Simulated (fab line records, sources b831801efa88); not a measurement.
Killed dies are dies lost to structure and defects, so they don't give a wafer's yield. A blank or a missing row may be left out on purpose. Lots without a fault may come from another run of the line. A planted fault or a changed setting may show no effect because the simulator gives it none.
Which tool did it? | flow sky130 | 24 lots, 72 wafers sampled, at 4 steps of a route of 708

WHAT THE GAUGES READ, wafer by wafer
SKY_SD_N_RS_MEAS_16: measures by four-point-probe. Usual: SD_N_RS 69.06 ohm/sq, standard deviation 0.11.
lot  | measured     | on            | SD_N_RS (ohm/sq)  | flag
L074 | day 27 23:50 | film_metro-01 | 69.01 68.99 69.00 |
L076 | day 28 11:26 | film_metro-01 | 69.25 69.29 69.20 |
L075 | day 28 13:19 | film_metro-04 | 69.13 69.20 69.18 |
L077 | day 28 22:25 | film_metro-02 | 68.88 69.18 69.07 |
L078 | day 29 11:02 | film_metro-02 | 68.92 69.07 68.92 |
L079 | day 29 11:09 | film_metro-04 | 69.27 69.12 69.11 |
L080 | day 29 23:36 | film_metro-04 | 69.21 69.04 69.14 |
L081 | day 31 01:34 | film_metro-01 | 68.98 68.95 69.04 |
L082 | day 31 03:54 | film_metro-01 | 69.30 69.27 69.23 |
L083 | day 31 13:55 | film_metro-02 | 69.19 69.14 69.02 |
L084 | day 32 04:25 | film_metro-01 | 69.09 69.04 69.14 |
L085 | day 32 06:19 | film_metro-04 | 69.08 69.03 69.22 |
L086 | day 32 15:25 | film_metro-02 | 69.21 68.99 69.00 |
L088 | day 33 03:53 | film_metro-02 | 68.87 68.96 68.80 |
L087 | day 33 04:19 | film_metro-01 | 69.05 69.00 68.83 |
L089 | day 33 11:42 | film_metro-01 | 69.23 68.93 69.05 |
L091 | day 34 04:24 | film_metro-01 | 69.07 69.04 69.04 |
L090 | day 34 05:23 | film_metro-01 | 69.24 69.16 69.05 |
L093 | day 34 12:14 | film_metro-01 | 68.94 68.98 68.98 |
L094 | day 34 16:28 | film_metro-01 | 68.91 68.81 68.90 |
L092 | day 34 16:28 | film_metro-02 | 69.10 69.04 68.99 |
L095 | day 34 23:19 | film_metro-02 | 69.01 69.06 69.04 |
L096 | day 35 09:43 | film_metro-01 | 69.15 69.00 69.11 |
L097 | day 35 10:32 | film_metro-04 | 69.06 69.00 68.95 |

SKY_LI_CONTACT_RS_MEAS_22: measures by four-point-probe. Usual: LI_CONTACT_W_RS 0.2834 ohm/sq, standard deviation 0.0028.
lot  | measured     | on            | LI_CONTACT_W_RS (ohm/sq) | flag
L074 | day 29 05:50 | film_metro-02 | 0.2770 0.2820 0.2816     |
L076 | day 29 17:16 | film_metro-02 | 0.2844 0.2831 0.2834     |
L075 | day 29 19:05 | film_metro-01 | 0.2818 0.2856 0.2823     |
L077 | day 30 05:01 | film_metro-04 | 0.2875 0.2851 0.2829     |
L078 | day 30 16:19 | film_metro-04 | 0.2862 0.2830 0.2845     |
L079 | day 30 17:27 | film_metro-02 | 0.2885 0.2875 0.2851     |
L080 | day 31 04:15 | film_metro-02 | 0.2883 0.2895 0.2883     |
L081 | day 32 07:13 | film_metro-04 | 0.2786 0.2778 0.2787     |
L082 | day 32 09:07 | film_metro-01 | 0.2844 0.2875 0.2825     |
L083 | day 32 18:34 | film_metro-01 | 0.2795 0.2801 0.2801     |
L084 | day 33 08:45 | film_metro-01 | 0.2860 0.2858 0.2871     |
L085 | day 33 10:59 | film_metro-02 | 0.2875 0.2854 0.2858     |
L086 | day 33 19:37 | film_metro-04 | 0.2883 0.2818 0.2833     |
L088 | day 34 07:40 | film_metro-04 | 0.2809 0.2814 0.2817     |
L087 | day 34 08:11 | film_metro-01 | 0.2824 0.2800 0.2849     |
L089 | day 34 15:51 | film_metro-04 | 0.2816 0.2790 0.2808     |
L091 | day 35 08:05 | film_metro-01 | 0.2844 0.2808 0.2841     |
L090 | day 35 09:02 | film_metro-04 | 0.2836 0.2843 0.2840     |
L093 | day 35 15:43 | film_metro-02 | 0.2838 0.2865 0.2812     |
L094 | day 35 20:48 | film_metro-04 | 0.2820 0.2887 0.2827     |
L092 | day 35 20:29 | film_metro-01 | 0.2833 0.2813 0.2821     |
L095 | day 36 02:52 | film_metro-04 | 0.2840 0.2839 0.2822     |
L096 | day 36 13:08 | film_metro-02 | 0.2871 0.2871 0.2821     |
L097 | day 36 14:05 | film_metro-02 | 0.2868 0.2828 0.2879     |

SKY_CONTACT_THK_MEAS_26: measures by xrf. Usual: CONTACT_W_THK 334 nm, standard deviation 4.2.
lot  | measured     | on            | CONTACT_W_THK (nm) | flag
L074 | day 31 16:07 | film_metro-04 | 340 341 339        |
L076 | day 32 04:17 | film_metro-03 | 323 333 330        |
L075 | day 32 05:58 | film_metro-04 | 333 338 330        |
L077 | day 32 15:32 | film_metro-03 | 335 338 339        |
L078 | day 33 02:22 | film_metro-03 | 335 337 329        |
L079 | day 33 03:52 | film_metro-03 | 336 338 336        |
L080 | day 33 14:18 | film_metro-03 | 337 340 340        |
L081 | day 34 15:42 | film_metro-01 | 334 332 332        |
L082 | day 34 17:12 | film_metro-01 | 340 332 335        |
L083 | day 35 02:34 | film_metro-01 | 334 334 336        |
L084 | day 35 17:04 | film_metro-03 | 330 327 334        |
L085 | day 35 19:37 | film_metro-03 | 333 344 338        |
L086 | day 36 02:28 | film_metro-03 | 329 334 329        |
L088 | day 36 15:19 | film_metro-04 | 334 335 333        |
L087 | day 36 15:55 | film_metro-03 | 328 330 332        |
L089 | day 36 23:22 | film_metro-01 | 333 330 330        |
L091 | day 37 15:28 | film_metro-03 | 331 332 329        |
L090 | day 37 16:24 | film_metro-01 | 329 332 333        |
L093 | day 37 21:40 | film_metro-01 | 328 331 331        |
L094 | day 38 04:04 | film_metro-03 | 334 336 330        |
L092 | day 38 03:44 | film_metro-03 | 332 337 333        |
L095 | day 38 10:02 | film_metro-04 | 333 332 332        |
L096 | day 38 20:00 | film_metro-01 | 340 336 342        |
L097 | day 38 21:24 | film_metro-03 | 333 329 333        |

WHICH TOOL RAN EACH LOT (tool, then ch and the chambers of the sampled wafers, then the start)
lot  | SKY_LI_CONTACT_SPUTTER_19
L074 | pvd_sputter-03, day 29 05:34
L076 | pvd_sputter-03, day 29 16:59
L075 | pvd_sputter-04, day 29 18:49
L077 | pvd_sputter-03, day 30 04:44
L078 | pvd_sputter-02, day 30 16:02
L079 | pvd_sputter-04, day 30 17:11
L080 | pvd_sputter-03, day 31 03:59
L081 | pvd_sputter-03, day 32 06:58
L082 | pvd_sputter-03, day 32 08:52
L083 | pvd_sputter-04, day 32 18:15
L084 | pvd_sputter-02, day 33 08:28
L085 | pvd_sputter-03, day 33 10:44
L086 | pvd_sputter-04, day 33 19:20
L088 | pvd_sputter-03, day 34 07:25
L087 | pvd_sputter-04, day 34 07:54
L089 | pvd_sputter-02, day 34 15:35
L091 | pvd_sputter-04, day 35 07:49
L090 | pvd_sputter-02, day 35 08:46
L093 | pvd_sputter-03, day 35 15:27
L094 | pvd_sputter-04, day 35 20:32
L092 | pvd_sputter-02, day 35 20:11
L095 | pvd_sputter-04, day 36 02:34
L096 | pvd_sputter-03, day 36 12:52
L097 | pvd_sputter-04, day 36 13:49
- SKY_LI_CONTACT_SPUTTER_19: material Ti, target thk 20 nm, time 106.37 s.

WHAT THE TOOLS THEMSELVES READ (means of the sampled wafers that have a number; where no wafer has one, the mark that the record gives instead)
SKY_LI_CONTACT_SPUTTER_19. Usual: chamber_pressure_pa 5.002 Pa, standard deviation 0.0095; throttle_valve_pct 29.8 %, standard deviation 0.86.
lot  | tool           | chamber_pressure_pa (Pa) | throttle_valve_pct (%) | flag
L074 | pvd_sputter-03 | 5.015                    | 29.1                   |
L076 | pvd_sputter-03 | 4.992                    | 30.0                   |
L075 | pvd_sputter-04 | 5.003                    | 30.0                   |
L077 | pvd_sputter-03 | 4.998                    | 29.8                   |
L078 | pvd_sputter-02 | 4.997                    | 29.4                   |
L079 | pvd_sputter-04 | 5.004                    | 30.2                   |
L080 | pvd_sputter-03 | 5.007                    | 29.9                   |
L081 | pvd_sputter-03 | 5.014                    | 29.5                   |
L082 | pvd_sputter-03 | 5.006                    | 30.0                   |
L083 | pvd_sputter-04 | 4.997                    | 30.9                   |
L084 | pvd_sputter-02 | 4.991                    | 29.2                   |
L085 | pvd_sputter-03 | 4.998                    | 29.3                   |
L086 | pvd_sputter-04 | 5.011                    | 30.8                   |
L088 | pvd_sputter-03 | 5.006                    | 30.3                   |
L087 | pvd_sputter-04 | 5.001                    | 29.7                   |
L089 | pvd_sputter-02 | 5.001                    | 29.5                   |
L091 | pvd_sputter-04 | 5.006                    | 29.7                   |
L090 | pvd_sputter-02 | 5.004                    | 29.7                   |
L093 | pvd_sputter-03 | 5.007                    | 29.9                   |
L094 | pvd_sputter-04 | 5.004                    | 29.8                   |
L092 | pvd_sputter-02 | 5.005                    | 29.3                   |
L095 | pvd_sputter-04 | 4.999                    | 30.5                   |
L096 | pvd_sputter-03 | 4.999                    | 29.8                   |
L097 | pvd_sputter-04 | 4.999                    | 30.8                   |

THE ANSWER, worked out from the rows above alone
Rule: a lot is off if the mean of its wafers that have a number lies more than 3 standard deviations from the usual mean. A lot without any number at a reading at which 4 lots or more have one is off too. The other lots that the step has rows for count as sound. The gauges are gone through in route order, then the tools' own readings, and for those a lot's mean is taken as printed above. The first step at which some lot is off is used, and at that step the reading that is off furthest; a lot without a number counts as furthest.
No lot is off at any reading shown: from this, nothing can be told.

WHAT THE SIMULATOR HAD PUT IN
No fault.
